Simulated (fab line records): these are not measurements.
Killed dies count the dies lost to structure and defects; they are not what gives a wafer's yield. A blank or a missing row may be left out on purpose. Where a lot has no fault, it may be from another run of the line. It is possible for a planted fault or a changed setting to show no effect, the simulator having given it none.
What tool caused it? | flow sky130 | Sampling: 13 lots, 39 wafers, 2 of 708 route steps

WHAT THE GAUGES SHOWED, per wafer
No reading from a measuring or inspecting step in the record can be judged against a usual standard deviation.

TOOL THAT RAN EACH LOT (tool first, then ch and the chambers of the sampled wafers, then the start)
lot  | SKY_VIA4_CMP_21               | SKY_PAD_OPEN_PROBE_99
L442 | cmp-02 ch 0,1,3, day 42 22:37 | -
L443 | cmp-01 ch 0,1, day 43 02:33   | -
L444 | cmp-01 ch 0,1, day 43 16:29   | -
L445 | cmp-01 ch 0,3, day 43 18:56   | -
L448 | cmp-02 ch 0,1,3, day 44 09:35 | -
L452 | cmp-02 ch 1,2, day 45 13:14   | -
L454 | cmp-01 ch 0,2,3, day 46 03:19 | prober-02, day 48 17:31
L455 | cmp-01 ch 0,1, day 46 03:31   | prober-01, day 48 17:50
L456 | cmp-02 ch 0,3, day 46 18:47   | prober-02, day 49 07:32
L459 | cmp-02 ch 0,2, day 47 15:38   | -
L460 | cmp-02 ch 0,1, day 47 19:11   | -
L461 | cmp-02 ch 0,2, day 47 20:26   | -
L464 | cmp-02 ch 1,2,3, day 48 14:34 | -
- SKY_VIA4_CMP_21: polishes, stops on SiO2, t overpolish 25 s, target thk 0 nm.
- SKY_PAD_OPEN_PROBE_99

AS READ BY THE TOOLS THEMSELVES (means over the sampled wafers that have a number; for cases with no such wafer, the mark the record gives instead)
SKY_VIA4_CMP_21. Usual: motor_current_A 11.5 A, standard deviation 1.4; overpolish_run_s 24.999 s, standard deviation 0.0094; time_to_endpoint_s 120 s, standard deviation 4.2.
lot  | tool   | motor_current_A (A) | overpolish_run_s (s) | time_to_endpoint_s (s) | flag
L442 | cmp-02 | 10.5                | 25.005               | 120                    |
L443 | cmp-01 | 12.2                | 25.002               | 117                    |
L444 | cmp-01 | 11.3                | 24.998               | 123                    |
L445 | cmp-01 | 12.7                | 24.997               | 119                    |
L448 | cmp-02 | 10.6                | 25.005               | 121                    |
L452 | cmp-02 | 10.6                | 25.010               | 120                    |
L454 | cmp-01 | 12.3                | 16.683               | 142                    | OFF
L455 | cmp-01 | 12.5                | 16.675               | 146                    | OFF
L456 | cmp-02 | 10.8                | 24.997               | 118                    |
L459 | cmp-02 | 12.7                | 25.006               | 121                    |
L460 | cmp-02 | 11.4                | 25.003               | 120                    |
L461 | cmp-02 | 12.5                | 24.998               | 124                    |
L464 | cmp-02 | 11.0                | 25.004               | 118                    |

SKY_PAD_OPEN_PROBE_99. Usual: defect_limited_yield 81.9 %, standard deviation 1.9; killed_at_M0_to_M3 45, standard deviation 7.3; killed_at_M4_up 3.2, standard deviation 1.8; killed_at_contacts 25, standard deviation 5.5; killed_at_front_end 15, standard deviation 4.2; killed_at_other 0.3, standard deviation 0.69; killed_dies 89, standard deviation 9.4; killed_on_rim 17, standard deviation 3.8; killed_open 49, standard deviation 6.6; killed_short 40, standard deviation 6.4; sort_bin_3_pad_short 0.9 %, standard deviation 0.43; sort_bin_5_function 10.7 %, standard deviation 1.5; sort_bin_6_memory 6.5 %, standard deviation 1.2; sort_n_pass 403, standard deviation 9.4; sort_yield_pct 81.9 %, standard deviation 1.9.
lot  | tool      | defect_limited_yield (%) | killed_at_M0_to_M3 | killed_at_M4_up | killed_at_contacts | killed_at_front_end | killed_at_other | killed_dies | killed_on_rim | killed_open | killed_short | sort_bin_3_pad_short (%) | sort_bin_5_function (%) | sort_bin_6_memory (%) | sort_n_pass | sort_yield_pct (%) | flag
L454 | prober-02 | 53.7                     | 52                 | 137.0           | 25                 | 14                  | 0.7             | 228         | 43            | 49          | 44           | 28.1                     | 12.3                    | 5.8                   | 264         | 53.7               | OFF
L455 | prober-01 | 53.7                     | 50                 | 137.3           | 24                 | 16                  | 0.0             | 228         | 46            | 51          | 43           | 28.0                     | 11.7                    | 6.7                   | 264         | 53.7               | OFF
L456 | prober-02 | 83.9                     | 38                 | 2.7             | 25                 | 13                  | 0.0             | 79          | 16            | 39          | 40           | 1.3                      | 9.1                     | 5.6                   | 413         | 83.9               |

THE ANSWER, worked out from the rows above alone
Rule: a lot is off if the mean of its wafers that have a number lies more than 3 standard deviations from the usual mean. Also off: a lot with no number at a reading for which 4 or more lots have one. Any other lot the step has rows for is counted as sound. First the gauges in route order, then the tools' own readings, where a lot's mean is used as printed above. At the first step where some lot is off, the reading lying furthest off is the one used; lots without a number count as furthest.
Off: L454, L455, at SKY_VIA4_CMP_21 (overpolish_run_s).
A tool fits if, at that step or a process step before it, it ran every lot that is off, and no sound lot after the first of them. One fits: cmp-01 at SKY_VIA4_CMP_21. Its last sound lot is L445 (day 43 18:56), its first lot that is off L454 (day 46 03:19): a fault that began between those two fits.
The tool's own readings at SKY_VIA4_CMP_21 bear it out: on the lots that are off they differ by more than 5 times the standard deviation of the sound lots' means. overpolish_run_s reads 16.679 s there against 25.002 s on the sound lots; time_to_endpoint_s reads 144 s there against 120 s on the sound lots.

WHAT THE SIMULATOR HAD INSERTED
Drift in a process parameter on cmp-01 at SKY_VIA4_CMP_21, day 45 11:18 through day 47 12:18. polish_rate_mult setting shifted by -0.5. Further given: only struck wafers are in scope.
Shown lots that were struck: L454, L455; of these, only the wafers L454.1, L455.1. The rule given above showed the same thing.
